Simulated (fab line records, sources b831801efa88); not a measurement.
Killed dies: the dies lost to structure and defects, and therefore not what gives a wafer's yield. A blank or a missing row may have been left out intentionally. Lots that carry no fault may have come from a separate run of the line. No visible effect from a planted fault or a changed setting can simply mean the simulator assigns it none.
2 desks looking at one fault :: flow sky130 :: every desk sees just its own numbers, and what lay behind them comes last

## FROM THE METROLOGY DESK
What the gauges read for every lot (on any tool): the sampled wafers with a number, averaged. Marked OUT: a lot whose mean sits more than 4 standard deviations from the usual mean, which makes it out of limits; the brackets give that distance.
Columns: A = FIELD_ISO_OXIDATION_01_THK at SKY_FIELD_ISO_THK_MEAS_23, usual 10.02 nm; B = FIELD_ISO_CVD_24_THK at SKY_FIELD_ISO_THK_MEAS_25, usual 597 nm; C = NWELL_OXIDATION_THK at SKY_NWELL_THK_MEAS_02, usual 10.11 nm; D = DNWELL_TW at SKY_DNWELL_TW_MEAS_09, usual 1106; E = PWDE_OVL at SKY_PWDE_OVL_MEAS_07, usual -0.5 nm; F = PWDE_TW at SKY_PWDE_TW_MEAS_10, usual 371
lot: L204
first seen here: day 3 13:22
A: 10.12
B: 595
C: 10.25
D: 1117
E: -1.1
F: 376

lot: L205
first seen here: day 3 13:22
A: 10.39
B: 598
C: 10.08
D: 1085
E: 0.0
F: 364

lot: L212
first seen here: day 5 02:29
A: 9.75
B: 591
C: 9.95
D: 1113
E: 0.7
F: 373

lot: L213
first seen here: day 5 10:52
A: 9.98
B: 594
C: 10.52
D: 1083
E: 1.3
F: 377

lot: L214
first seen here: day 5 13:28
A: 9.86
B: 599
C: 9.99
D: 1114
E: -2.3
F: 365

lot: L217
first seen here: day 6 04:06
A: 10.13
B: 599
C: 9.82
D: 1122
E: 1.1
F: 366

lot: L218
first seen here: day 6 11:51
A: 10.06
B: 587
C: 9.79
D: 1120
E: -2.4
F: 373
Finding of this desk: none of the 7 lots has anything out of limits.

## TOOL OWNER'S DESK, wet-bench-02
The tool's own readings at SKY_FIELD_ISO_WET_ETCH_30 (etches SiO2 in dHF, target depth 25 nm, time 50 s): means of the sampled wafers that have a number, for each lot that ran on this tool. Marked OUT: a lot whose mean sits more than 4 standard deviations from the usual mean, which makes it out of limits; the brackets give that distance.
Columns: A = run-length-s at SKY_FIELD_ISO_WET_ETCH_30, usual 78 s; B = temp-c at SKY_FIELD_ISO_WET_ETCH_30, usual 24.99 C
lot: L205
first seen here: day 3 18:50
A: 82
B: 24.85

lot: L212
first seen here: day 5 05:02
A: 51 (-9.0) OUT
B: 24.97

lot: L213
first seen here: day 5 15:49
A: 50 (-9.3) OUT
B: 25.03

lot: L214
first seen here: day 5 17:23
A: 49 (-9.7) OUT
B: 25.08
This desk finds L212, L213, L214 out of limits, L212 being first, at day 5 05:02 (run-length-s at SKY_FIELD_ISO_WET_ETCH_30). L205: within limits.

## BROUGHT TOGETHER
An alarm could have come from the tool owner's desk at day 5 05:02, on L212, L213, L214.
From the metrology desk's view, nothing was out of limits.
The metrology desk holds a record of L212, L213, L214, inside its limits.
The lots listed all ran SKY_FIELD_ISO_WET_ETCH_30 on wet-bench-02.

## WHAT THE SIMULATOR HAD PUT IN
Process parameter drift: wet-bench-02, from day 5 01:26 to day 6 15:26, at SKY_FIELD_ISO_WET_ETCH_30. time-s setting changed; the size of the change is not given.
Struck lots among those shown: L212, L213, L214.
Each desk's first reading out of limits, in hours after the fault started: the tool owner's desk, 4.
